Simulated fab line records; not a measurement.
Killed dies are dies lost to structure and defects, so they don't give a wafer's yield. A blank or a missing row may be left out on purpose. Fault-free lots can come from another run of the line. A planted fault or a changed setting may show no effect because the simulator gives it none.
Which of the tools did it?    flow gf180mcu    21 wafers sampled from 7 lots at 1 step of a route of 602

## WHAT THE GAUGES READ, wafer by wafer
GF_DNWELL_TW_MEAS_09.
lot   measured     on             DNWELL_TW
L147  day 3 05:14  film-metro-04  1355 1354 1357
L149  day 3 15:30  film-metro-02  1342 1352 1349
L153  day 4 13:12  film-metro-04  1363 1359 1359
L155  day 4 22:59  film-metro-02  1349 1361 1346
L161  day 6 11:38  film-metro-02  1346 1343 1343
L164  day 7 00:01  film-metro-03  1331 1325 1335
L168  day 7 21:18  film-metro-04  1354 1352 1356

## TOOL THAT RAN EACH LOT (tool first, then ch and the chambers of the sampled wafers, then the start)
The record shows no process step preceding these readings.

## THE ANSWER, worked out from the rows above alone
Rule: the lots themselves supply what counts as usual. Put in order of their means at a reading, lots are off if they are a third of the lots or fewer, leave a main group of 4 or more, and stand apart from it by a gap of 3 or more times the standard deviation of the main group's means; of several such gaps the widest counts. Not used: any main group whose means are identical at the precision the tables above print for the reading. Also off: a lot with no number at a reading for which 4 or more lots have one. All remaining lots with rows at the step are treated as sound.
Nothing can be told from this: no lot is off at any reading shown.

## WHAT THE SIMULATOR PUT IN
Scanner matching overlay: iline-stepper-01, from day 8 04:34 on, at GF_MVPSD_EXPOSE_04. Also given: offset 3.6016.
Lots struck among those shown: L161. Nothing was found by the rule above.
